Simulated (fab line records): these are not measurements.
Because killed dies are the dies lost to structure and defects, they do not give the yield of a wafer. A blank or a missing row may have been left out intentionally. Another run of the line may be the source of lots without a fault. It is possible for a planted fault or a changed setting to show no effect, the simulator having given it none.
8D (eight disciplines) problem report, filled in by code :: flow gf180mcu :: the parts of the form that need people (team, actions taken, sign-off) are left out

1. THE PROBLEM
Across 6 wafers from 2 lots, MVPSD_TW at GF_MVPSD_TW_MEAS_11 averages 640, while fault-free wafers read 557 with a standard deviation of 5.8. That is +14 standard deviations from the usual mean.
The first sign was on wafer L371.3 at day 6 20:47, on filmMetro-02. Wafers with a number at this step in the record: 36, from 12 lots. The rule behind "out" and "out of limits": a value lying over 4 standard deviations away from the usual mean. The other wafers with a number count as sound.

2. WHAT IT IS, AND WHAT IT ISN'T
question: which readings at this step
is: MVPSD_TW
is not: -

question: which lots
is: L371, L375
is not: L364, L365, L367, L377, L378, L383, L384, L385, L386, L387

question: which wafers of those lots
is: all that have a number
is not: -

question: read on which gauges
is: filmMetro-02, filmMetro-04
is not: filmMetro-01

question: when
is: from day 6 20:47
is not: up to then (9 sound wafers); but 21 sound wafers of L377, L378, L383, L384, L385, L386, L387 came after

3. THE SUSPECTS, EACH WITH WHAT RULES IT OUT
Counting: a tool at any process step up to the reading remains a suspect when it ran all the lots that are out and ran no sound lot after the first of those.
- the gauge at GF_MVPSD_TW_MEAS_11 is ruled out. 2 gauges (filmMetro-02, filmMetro-04) read the wafers that are out.
- implanter-02 at GF_MVPSD_IMPLANT_08: ruled out as a lasting fault. Following L371 (day 6 20:25), the first lot on it that is out, the sound lots L386, L387 were run on it.
Left after counting: nothing in the record.

4. THE CAUSE (what the simulator had put in)
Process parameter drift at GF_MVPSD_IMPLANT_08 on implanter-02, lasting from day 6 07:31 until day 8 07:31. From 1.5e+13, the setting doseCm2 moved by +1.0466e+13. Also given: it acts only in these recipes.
The count ruled it out by mistake, since the rule takes a fault to strike every lot its tool runs from the start of the fault on, and this one did not do so.

5. THE EFFECT CHAIN, in route order
Each row: a reading where the mean over the struck wafers with a number is more than 3 standard deviations away from the usual. Only readings for which the record gives a usual standard deviation are gone through. hours: the time from each lot's start at the first step in this table that gives one to its start at this step, as a median over the lots. sigmas: the change in usual standard deviations.
hours: 0
step: GF_MVPSD_IMPLANT_08
reading: doseIonsCm2
usual: 1.4999e+13
on struck wafers: 2.5469e+13
change: +1.0470e+13
sigmas: +99 or more

hours: 0
step: GF_MVPSD_IMPLANT_08
reading: faradayCurrentUA
usual: 84.5
on struck wafers: 143.3
change: +58.8
sigmas: +35

hours: 0
step: GF_MVPSD_TW_MEAS_11
reading: MVPSD_TW
usual: 557
on struck wafers: 640
change: +83
sigmas: +14

hours: 67
step: GF_VT_IMPLANT_RS_MEAS_49
reading: MVPSD_RS
usual: 1167 ohm/sq
on struck wafers: 895
change: -272
sigmas: -85
Here are the process steps it includes:
- GF_MVPSD_IMPLANT_08
Later steps that measure or inspect, where all struck wafers having a row at the step show a number for every such reading and not one has moved that far: GF_VT_IMPLANT_TW_MEAS_43.

6. HOW IT WOULD HAVE BEEN CAUGHT EARLIER
Counted from the fault's start at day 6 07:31, it took 13 hours until the first out-of-limits reading at a measuring or inspecting step in this record, taken at day 6 20:47.
The tool's own readings at GF_MVPSD_IMPLANT_08 were out on every struck wafer that the step has a row for (doseIonsCm2, faradayCurrentUA): an alarm limit on them would have fired on the first of those.
